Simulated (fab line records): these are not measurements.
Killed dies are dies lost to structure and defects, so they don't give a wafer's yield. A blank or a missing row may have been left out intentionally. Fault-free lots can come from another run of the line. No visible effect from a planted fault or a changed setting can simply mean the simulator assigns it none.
What tool caused it? + flow sfq-line + 15 lots with 42 wafers sampled at 3 steps, on a route of 325 steps

## WHAT EACH GAUGE READ, for each wafer
SFQ_M0_OVL_MEAS_906. Usual: M0_OVL gives 0 nm (standard deviation 5.7).
| lot  | measured     | on         | M0_OVL (nm) | flag |
|------|--------------|------------|-------------|------|
| L481 | day 11 12:13 | overlay-01 | 6 2 -1      |      |
| L484 | day 12 05:09 | overlay-01 | -4 0 -1     |      |
| L485 | day 12 21:29 | overlay-02 | 0 -9 1      |      |
| L486 | day 13 09:29 | overlay-02 | 3 -2 -2     |      |
| L487 | day 13 15:29 | overlay-01 | -8 -2 -3    |      |
| L488 | day 13 22:41 | overlay-02 | 1 0 0       |      |
| L489 | day 14 03:29 | overlay-01 | 5 8 9       |      |
| L490 | day 14 15:30 | overlay-01 | 8 1 4       |      |
| L492 | day 15 07:05 | overlay-01 | 5 9 2       |      |
| L494 | day 15 22:49 | overlay-01 | 1 -4 -7     |      |
| L496 | day 16 21:16 | overlay-02 | -4 -1       |      |
| L498 | day 17 15:23 | overlay-01 | -5 -6       |      |
| L501 | day 18 16:43 | overlay-01 | -13 -15     |      |
| L502 | day 18 23:55 | overlay-01 | -9 -8 -9    |      |
| L503 | day 19 07:14 | overlay-01 | 7 3 8       |      |

SFQ_I1_OVL_MEAS_913. Usual: I1_OVL gives -2 nm (standard deviation 6.3).
| lot  | measured     | on         | I1_OVL (nm) | flag |
|------|--------------|------------|-------------|------|
| L481 | day 29 23:23 | overlay-01 | 3 -3 -4     |      |
| L484 | day 30 16:12 | overlay-01 | 1 3 1       |      |
| L485 | day 31 04:11 | overlay-02 | -4 3 3      |      |
| L486 | day 31 18:43 | overlay-02 | -5 -5 -12   |      |
| L487 | day 31 22:19 | overlay-02 | -6 1 -6     |      |
| L488 | day 32 23:44 | overlay-01 | -4 -5 -10   |      |
| L489 | day 33 03:20 | overlay-01 | 1 -1 -7     |      |
| L490 | day 33 09:28 | overlay-01 | -4 3 -6     |      |
| L492 | day 33 13:04 | overlay-01 | -4 -8 -9    |      |
| L494 | day 33 19:12 | overlay-02 | -3 -3 -6    |      |
| L496 | day 34 00:00 | overlay-02 | -2 2        |      |
| L498 | day 34 02:23 | overlay-02 | -13 -11     |      |
| L501 | day 34 07:11 | overlay-01 | -9 -3       |      |
| L502 | day 34 08:23 | overlay-01 | -1 4 0      |      |
| L503 | day 34 10:47 | overlay-01 | -4 3 5      |      |

## WHAT TOOL EACH LOT RAN ON (gives the tool, then ch and the chambers of the sampled wafers, and finally the start)
| lot  | SFQ_TRILAYER_M0_BARC_OPEN_METAL_ETCH_031 |
|------|------------------------------------------|
| L481 | rie-metal-02 ch 0, day 11 12:15          |
| L484 | rie-metal-02 ch 0,1, day 12 05:11        |
| L485 | rie-metal-02 ch 0,1, day 12 21:31        |
| L486 | rie-metal-02 ch 0,1, day 13 09:31        |
| L487 | rie-metal-03 ch 0,1, day 13 15:31        |
| L488 | rie-metal-02 ch 0,1, day 13 22:43        |
| L489 | rie-metal-03 ch 0,1, day 14 03:31        |
| L490 | rie-metal-02 ch 0,1, day 14 15:32        |
| L492 | rie-metal-01 ch 0,1, day 15 07:07        |
| L494 | rie-metal-02 ch 0,1, day 15 22:51        |
| L496 | rie-metal-02 ch 0,1, day 16 21:19        |
| L498 | rie-metal-01 ch 0, day 17 15:25          |
| L501 | rie-metal-03 ch 0,1, day 18 16:44        |
| L502 | rie-metal-01 ch 0,1, day 18 23:56        |
| L503 | rie-metal-03 ch 0,1, day 19 07:16        |
- SFQ_TRILAYER_M0_BARC_OPEN_METAL_ETCH_031: etches BARC in O2, target depth 125 nm, time 41.7 s.

## WHAT THE TOOLS THEMSELVES READ (means of the sampled wafers that have a number; where no wafer has one, the mark that the record gives instead)
SFQ_TRILAYER_M0_BARC_OPEN_METAL_ETCH_031. Usual: drypump-motor-current-A 6.09 A, standard deviation 0.28; oes-product-au 0.685 a.u., standard deviation 0.0048; run-length-s 69.9 s, standard deviation 0.31.
| lot  | tool         | drypump-motor-current-A (A) | oes-product-au (a.u.) | run-length-s (s) | flag |
|------|--------------|-----------------------------|-----------------------|------------------|------|
| L481 | rie-metal-02 | 6.26                        | 0.682                 | 70.1             |      |
| L484 | rie-metal-02 | 6.17                        | 0.684                 | 70.0             |      |
| L485 | rie-metal-02 | 6.02                        | 0.684                 | 70.1             |      |
| L486 | rie-metal-02 | 6.12                        | 0.676                 | 70.0             |      |
| L487 | rie-metal-03 | 6.02                        | 0.681                 | 70.1             |      |
| L488 | rie-metal-02 | 6.14                        | 0.687                 | 70.0             |      |
| L489 | rie-metal-03 | 6.30                        | 0.685                 | 69.8             |      |
| L490 | rie-metal-02 | 6.12                        | 0.685                 | 70.0             |      |
| L492 | rie-metal-01 | 5.98                        | 0.681                 | 69.9             |      |
| L494 | rie-metal-02 | 6.12                        | 0.687                 | 70.0             |      |
| L496 | rie-metal-02 | 6.05                        | 0.686                 | 70.0             |      |
| L498 | rie-metal-01 | 5.92                        | 0.684                 | 69.8             |      |
| L501 | rie-metal-03 | 6.17                        | 0.690                 | 69.8             |      |
| L502 | rie-metal-01 | 6.04                        | 0.684                 | 69.9             |      |
| L503 | rie-metal-03 | 6.30                        | 0.686                 | 69.5             |      |

## THE ANSWER, worked out from the rows above alone
Rule: a lot counts as off when the mean over its wafers that have a number is more than 3 standard deviations away from the usual mean. A lot without any number at a reading at which 4 lots or more have one is off too. Where the step has rows for the other lots, those lots are counted as sound. Order of review: gauges by route order, followed by the tools' own readings, for which a lot's mean as printed above is used. At the first step where some lot is off, the reading lying furthest off is the one used; lots without a number count as furthest.
No lot is off on any of the readings shown, so nothing can be concluded from this.

## WHAT WAS PUT IN BY THE SIMULATOR
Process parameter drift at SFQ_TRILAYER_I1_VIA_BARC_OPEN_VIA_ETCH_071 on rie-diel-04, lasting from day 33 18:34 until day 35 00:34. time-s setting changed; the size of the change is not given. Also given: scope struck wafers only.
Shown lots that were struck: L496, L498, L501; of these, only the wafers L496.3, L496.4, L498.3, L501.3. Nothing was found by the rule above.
